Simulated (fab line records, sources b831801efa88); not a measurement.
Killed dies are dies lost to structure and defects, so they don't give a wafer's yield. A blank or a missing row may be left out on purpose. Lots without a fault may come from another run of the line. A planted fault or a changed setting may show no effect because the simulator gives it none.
Which tool did it? | flow sky130 | 12 lots, 36 wafers sampled, at 3 steps of a route of 708

WHAT THE GAUGES READ, wafer by wafer
SKY_VT_ADJUST_LVTN_TW_MEAS_21.
lot  | measured     | on            | VT_ADJUST_LVTN_2_TW
L155 | day 8 13:59  | film_metro-01 | 189.5 189.2 189.4
L158 | day 9 03:45  | film_metro-04 | 190.2 191.1 189.8
L159 | day 9 06:11  | film_metro-01 | 188.2 188.5 187.9
L161 | day 9 19:46  | film_metro-01 | 187.9 188.5 188.4
L162 | day 9 20:03  | film_metro-04 | 190.0 190.5 189.4
L164 | day 10 14:01 | film_metro-01 | 187.6 188.0 189.5
L167 | day 11 02:37 | film_metro-01 | 173.6 174.3 172.9
L168 | day 11 08:25 | film_metro-02 | 171.6 170.7 170.7
L173 | day 12 18:25 | film_metro-04 | 188.1 188.7 187.4
L174 | day 13 03:53 | film_metro-02 | 186.5 186.4 186.6
L175 | day 13 12:05 | film_metro-04 | 189.2 190.1 190.0
L178 | day 14 08:39 | film_metro-01 | 189.2 188.2 188.5

SKY_POLY_GATE_CD_MEAS_22.
lot  | measured     | on        | cd_nm (nm)
L155 | day 17 09:23 | cd_sem-01 | 148.6 151.5 148.3
L158 | day 18 06:40 | cd_sem-02 | 151.2 152.9 153.5
L159 | day 18 12:21 | cd_sem-02 | 144.9 151.6 152.0
L161 | day 19 03:49 | cd_sem-01 | 151.4 150.3 151.4
L162 | day 19 09:29 | cd_sem-01 | 149.7 147.9 149.1
L164 | day 20 06:51 | cd_sem-01 | 149.5 154.0 151.2
L167 | day 20 21:31 | cd_sem-02 | 151.5 153.6 152.9
L168 | day 21 09:09 | cd_sem-02 | 146.3 155.0 153.4
L173 | day 23 03:19 | cd_sem-01 | 150.1 142.8 151.3
L174 | day 23 14:09 | cd_sem-02 | 148.4 150.1 147.8
L175 | day 23 19:58 | cd_sem-01 | 152.6 154.1 151.5
L178 | day 24 20:38 | cd_sem-01 | 153.6 153.2 151.3

WHICH TOOL RAN EACH LOT (tool, then ch and the chambers of the sampled wafers, then the start)
lot  | SKY_VT_ADJUST_LVTN_IMPLANT_19
L155 | implanter-04 ch 0, day 8 13:46
L158 | implanter-04 ch 0, day 9 03:30
L159 | implanter-04 ch 0, day 9 05:57
L161 | implanter-01 ch 0, day 9 19:32
L162 | implanter-04 ch 0, day 9 19:48
L164 | implanter-01 ch 0, day 10 13:47
L167 | implanter-04 ch 0, day 11 02:22
L168 | implanter-04 ch 0, day 11 08:11
L173 | implanter-03 ch 0, day 12 18:10
L174 | implanter-01 ch 0, day 13 03:38
L175 | implanter-03 ch 0, day 13 11:50
L178 | implanter-03 ch 0, day 14 08:24
- SKY_VT_ADJUST_LVTN_IMPLANT_19

WHAT THE TOOLS THEMSELVES READ (means of the sampled wafers that have a number; where no wafer has one, the mark that the record gives instead)
SKY_VT_ADJUST_LVTN_IMPLANT_19.
lot  | tool         | beam_energy_keV | dose_ions_cm2 | faraday_current_uA
L155 | implanter-04 | 29.999          | 6.499e+11     | 3.64
L158 | implanter-04 | 29.997          | 6.499e+11     | 3.69
L159 | implanter-04 | 30.006          | 6.508e+11     | 3.75
L161 | implanter-01 | 30.003          | 6.507e+11     | 3.70
L162 | implanter-04 | 30.001          | 6.501e+11     | 3.68
L164 | implanter-01 | 30.013          | 6.500e+11     | 3.65
L167 | implanter-04 | 29.997          | 4.788e+11     | 2.68
L168 | implanter-04 | 30.004          | 4.783e+11     | 2.66
L173 | implanter-03 | 29.989          | 6.499e+11     | 3.68
L174 | implanter-01 | 29.994          | 6.513e+11     | 3.72
L175 | implanter-03 | 30.011          | 6.497e+11     | 3.69
L178 | implanter-03 | 30.010          | 6.493e+11     | 3.67

THE ANSWER, worked out from the rows above alone
Rule: what is usual is taken from the lots themselves. Put in order of their means at a reading, lots are off if they are a third of the lots or fewer, leave a main group of 4 or more, and stand apart from it by a gap of 3 or more times the standard deviation of the main group's means; of several such gaps the widest counts. A main group whose means are all the same, to the digits that the tables above print for the reading, isn't used. A lot without any number at a reading at which 4 lots or more have one is off too. The other lots that the step has rows for count as sound. The gauges are gone through in route order, then the tools' own readings, and for those a lot's mean is taken as printed above. The first step at which some lot is off is used, and at that step the reading that is off furthest; a lot without a number counts as furthest.
Off: L167, L168, at SKY_VT_ADJUST_LVTN_TW_MEAS_21 (VT_ADJUST_LVTN_2_TW). The main group: mean 188.8, standard deviation 1.1.
A tool fits if, at a process step before that reading, it ran every lot that is off, and no sound lot after the first of them. The gauges at SKY_VT_ADJUST_LVTN_TW_MEAS_21 aren't tried: what is off there is off at SKY_VT_ADJUST_LVTN_IMPLANT_19 too, on other tools, and a gauge's error can't cause that. One fits: implanter-04 at SKY_VT_ADJUST_LVTN_IMPLANT_19. Its last sound lot is L162 (day 9 19:48), its first lot that is off L167 (day 11 02:22): a fault that began between those two fits.
The tool's own readings at SKY_VT_ADJUST_LVTN_IMPLANT_19 bear it out: on the lots that are off they differ by more than 5 times the standard deviation of the sound lots' means. dose_ions_cm2 reads 4.786e+11 there against 6.502e+11 on the sound lots; faraday_current_uA reads 2.67 there against 3.69 on the sound lots.

WHAT THE SIMULATOR HAD PUT IN
Process parameter drift: implanter-04, from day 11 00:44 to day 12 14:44, at SKY_VT_ADJUST_LVTN_IMPLANT_19. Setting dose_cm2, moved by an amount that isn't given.
Lots struck among those shown: L167, L168. The rule above found the same.
